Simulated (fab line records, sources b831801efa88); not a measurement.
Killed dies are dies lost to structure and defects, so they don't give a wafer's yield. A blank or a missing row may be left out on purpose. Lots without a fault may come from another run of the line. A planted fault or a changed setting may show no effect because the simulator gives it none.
Which tool did it? | flow gf180mcu | 7 lots, 21 wafers sampled, at 2 steps of a route of 602

WHAT THE GAUGES READ, wafer by wafer
GF_STI_THK_MEAS_04.
lot  | measured    | on            | STI_CVD_03_THK (nm)
L355 | day 1 19:02 | film_metro-01 | 210.5 212.0 210.8
L357 | day 2 04:35 | film_metro-03 | 208.8 209.6 207.3
L359 | day 2 16:40 | film_metro-01 | 199.2 200.3 200.4
L363 | day 3 12:04 | film_metro-03 | 205.5 205.5 207.0
L369 | day 4 17:37 | film_metro-03 | 202.9 203.3 203.9
L375 | day 6 00:28 | film_metro-01 | 204.4 206.5 207.9
L377 | day 6 08:34 | film_metro-03 | 205.0 206.6 205.6

WHICH TOOL RAN EACH LOT (tool, then ch and the chambers of the sampled wafers, then the start)
lot  | GF_STI_CVD_03
L355 | lpcvd-02 ch 0, day 1 17:04
L357 | lpcvd-02 ch 1, day 2 02:34
L359 | lpcvd-02 ch 0, day 2 14:40
L363 | lpcvd-01 ch 0, day 3 10:05
L369 | lpcvd-01 ch 0, day 4 15:38
L375 | lpcvd-01 ch 1, day 5 21:27
L377 | lpcvd-02 ch 1, day 6 06:34
- GF_STI_CVD_03: deposits Si3N4 from DCS/NH3, target thk 207.16 nm, time 3551 s.

THE ANSWER, worked out from the rows above alone
Rule: what is usual is taken from the lots themselves. Put in order of their means at a reading, lots are off if they are a third of the lots or fewer, leave a main group of 4 or more, and stand apart from it by a gap of 3 or more times the standard deviation of the main group's means; of several such gaps the widest counts. A main group whose means are all the same, to the digits that the tables above print for the reading, isn't used. A lot without any number at a reading at which 4 lots or more have one is off too. The other lots that the step has rows for count as sound.
No lot is off at any reading shown: from this, nothing can be told.

WHAT THE SIMULATOR HAD PUT IN
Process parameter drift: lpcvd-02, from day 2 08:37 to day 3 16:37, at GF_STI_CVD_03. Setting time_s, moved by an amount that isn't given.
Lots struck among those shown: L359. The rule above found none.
